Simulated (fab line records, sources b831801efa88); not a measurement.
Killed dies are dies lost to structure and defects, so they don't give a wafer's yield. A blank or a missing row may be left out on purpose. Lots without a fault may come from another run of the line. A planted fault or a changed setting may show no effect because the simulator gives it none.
Chamber matching | flow gf180mcu | GF_V5_CVD_02 on pecvd-01: 3 sister chambers
The step deposits SiO2 from TEOS, target thk 1450 nm, time 163.28 s. 14 wafers are shown with their chamber, then 7 later ones without.

WAFERS WITH THEIR CHAMBER
wafer  | chamber | heater_power_w (W)
L101.2 | 2       | 595
L101.3 | 1       | 726
L101.5 | 2       | 687
L103.2 | 0       | 700
L103.5 | 2       | 629
L103.6 | 0       | 562
L108.2 | 2       | 618
L108.4 | 2       | 687
L108.6 | 1       | 722
L109.2 | 0       | 706
L109.5 | 1       | 683
L109.6 | 2       | 676
L110.1 | 1       | 857
L110.4 | 1       | 720

SIGNATURES (means of the wafers above)
reading        | chamber 0 | chamber 1 | chamber 2 | scatter within a chamber
heater_power_w | 656.00    | 741.60    | 648.67    | 59.6
Rule: a wafer's distance from a chamber is the root of the sum, over the readings, of the square of ((its reading less the chamber's mean) divided by the reading's scatter). The wafer belongs to the nearest chamber; if the next one is less than 2 further off, it can't be placed. The scatter: the root of (the sum of the squares of (reading less its chamber's mean) over the shown wafers, divided by (wafers less chambers)).

WAFERS WITHOUT THEIR CHAMBER
wafer  | heater_power_w (W)
L110.6 | 708
L114.3 | 593
L114.5 | 647
L114.6 | 830
L118.3 | 725
L118.4 | 722
L118.6 | 680

WHICH CHAMBER EACH WENT THROUGH
wafer  | from the rows above          | in truth
L110.6 | can't be placed: 1 or 0 or 2 | 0
L114.3 | can't be placed: 2 or 0 or 1 | 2
L114.5 | can't be placed: 2 or 0 or 1 | 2
L114.6 | can't be placed: 1 or 0 or 2 | 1
L118.3 | can't be placed: 1 or 0 or 2 | 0
L118.4 | can't be placed: 1 or 0 or 2 | 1
L118.6 | can't be placed: 0 or 2 or 1 | 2
Placed correctly: 0 of 7. Can't be placed from these rows: 7 (the true chamber is among the candidates in 7). Placed wrongly: 0.
